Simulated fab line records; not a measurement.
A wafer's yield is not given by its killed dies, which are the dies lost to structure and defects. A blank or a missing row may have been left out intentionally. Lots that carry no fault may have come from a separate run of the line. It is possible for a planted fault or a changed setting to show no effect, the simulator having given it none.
What tool caused it? | flow gf180mcu | 6 lots, 18 wafers sampled, at 2 steps of a route of 602

== WHAT THE GAUGES READ, wafer by wafer ==
GF_VT_IMPLANT_OVL_MEAS_18.
lot  | measured     | on         | VT_IMPLANT_01_OVL (nm)
L989 | day 7 01:45  | overlay-01 | 1.4 0.9 0.1
L992 | day 7 17:42  | overlay-02 | 0.8 0.5 0.4
L995 | day 8 13:34  | overlay-01 | -0.3 0.2 -0.7
L999 | day 9 13:58  | overlay-01 | -0.8 -1.0 -2.1
L101 | day 10 00:15 | overlay-02 | 0.2 -0.6 -0.4
L110 | day 12 10:01 | overlay-02 | 0.0 0.9 1.2

== EACH LOT AND THE TOOL THAT RAN IT (in order: tool; ch and the chambers of the sampled wafers; start) ==
lot  | GF_VT_IMPLANT_EXPOSE_15
L989 | iline_stepper-02 ch 0, day 6 18:34
L992 | iline_stepper-01 ch 0, day 7 09:35
L995 | iline_stepper-02 ch 0, day 8 05:32
L999 | iline_stepper-02 ch 0, day 9 05:55
L101 | iline_stepper-01 ch 0, day 9 15:29
L110 | iline_stepper-01 ch 0, day 12 00:26
- GF_VT_IMPLANT_EXPOSE_15: exposes mask Nwell LV AREA, target cd 860 nm.

== THE ANSWER, worked out from the rows above alone ==
Rule: usual is defined by the lots themselves. Put in order of their means at a reading, lots are off if they are a third of the lots or fewer, leave a main group of 4 or more, and stand apart from it by a gap of 3 or more times the standard deviation of the main group's means; of several such gaps the widest counts. A main group whose means are all the same, to the digits that the tables above print for the reading, isn't used. Also off: a lot with no number at a reading for which 4 or more lots have one. The other lots that the step has rows for count as sound.
No lot is off on any of the readings shown, so nothing can be concluded from this.

== WHAT THE SIMULATOR PUT IN ==
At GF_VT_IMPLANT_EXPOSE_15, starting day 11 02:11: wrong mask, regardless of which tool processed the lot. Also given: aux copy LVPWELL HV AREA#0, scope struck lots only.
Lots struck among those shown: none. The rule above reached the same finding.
